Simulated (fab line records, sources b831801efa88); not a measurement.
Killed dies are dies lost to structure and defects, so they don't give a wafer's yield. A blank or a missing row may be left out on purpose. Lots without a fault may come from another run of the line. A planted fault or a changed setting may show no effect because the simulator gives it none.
A struck lot beside a sound one | flow sky130 | 12 steps out of a route of 708
Sound: wafers L688.2, L688.3, L688.4. Struck: wafers L697.1, L697.4, L697.5. The cause comes at the end.
At each step with rows: each side's tool, then ch and its chambers, then its first start. Under that, the readings that differ: sound wafers | struck wafers | difference of the means | sigmas: that difference in standard deviations of wafers without a fault.
alike: readings whose means differ by less than 2 such deviations, and words and numbers that are the same on both sides. not compared: withheld readings, readings that some wafer has no value for, bounds like >300 that may hide the same value, and numbers for which the record gives no deviation and whose values overlap.
The two part at a step that has a row with sigmas, a row that says differs or no value, or rows on one side only. Numbers that don't overlap but have no deviation are shown without sigmas and don't part them. A reading that every wafer of one side lacks parts them only if that side has two wafers or more.

SKY_FIELD_ISO_BOW_MEAS_00:
  sound on film_metro-03, day 2 06:01; struck on film_metro-01, day 4 03:00
  alike: INCOMING_BOW
then, 1 step without rows for these wafers: SKY_FIELD_ISO_OXIDATION_01 (stabilise 600 s, purge 300 s, target thk 12 nm).
SKY_FIELD_ISO_THK_MEAS_02:
  sound on film_metro-03, day 2 09:56; struck on film_metro-03, day 4 10:38
  alike: FIELD_ISO_OXIDATION_00_THK
then, 1 step without rows for these wafers: SKY_FIELD_ISO_CVD_03 (deposits Si3N4 from DCS/NH3, target thk 165 nm, time 2830 s).
SKY_FIELD_ISO_THK_MEAS_04:
  sound on film_metro-01, day 2 11:47; struck on film_metro-03, day 4 14:16
  alike: FIELD_ISO_CVD_03_THK
then, 5 steps without rows for these wafers: SKY_FIELD_ISO_DEHYDRATE_05 (time 60 s); SKY_FIELD_ISO_HMDS_06 (prime time 60 s); SKY_FIELD_ISO_COAT_07 (resist thk 60 nm); SKY_FIELD_ISO_COAT_08 (resist thk 450 nm); SKY_FIELD_ISO_SOFTBAKE_09 (time 90 s).
SKY_FIELD_ISO_EXPOSE_10: exposes mask FOM, target cd 150 nm.
  sound on krf_scanner-01 ch 0, day 2 19:28; struck on krf_scanner-02, day 4 22:55
  no value came back on the struck wafers for exposure_dose_mJ_cm2, focus_offset_nm (nm); on the sound wafers exposure_dose_mJ_cm2 reads 27.961 27.987 27.970
  alike: mask
then, 1 step without rows for these wafers: SKY_FIELD_ISO_PEB_11.

WHERE THEY PART
Only at SKY_FIELD_ISO_EXPOSE_10, within this record.

WHY: what the simulator had put in
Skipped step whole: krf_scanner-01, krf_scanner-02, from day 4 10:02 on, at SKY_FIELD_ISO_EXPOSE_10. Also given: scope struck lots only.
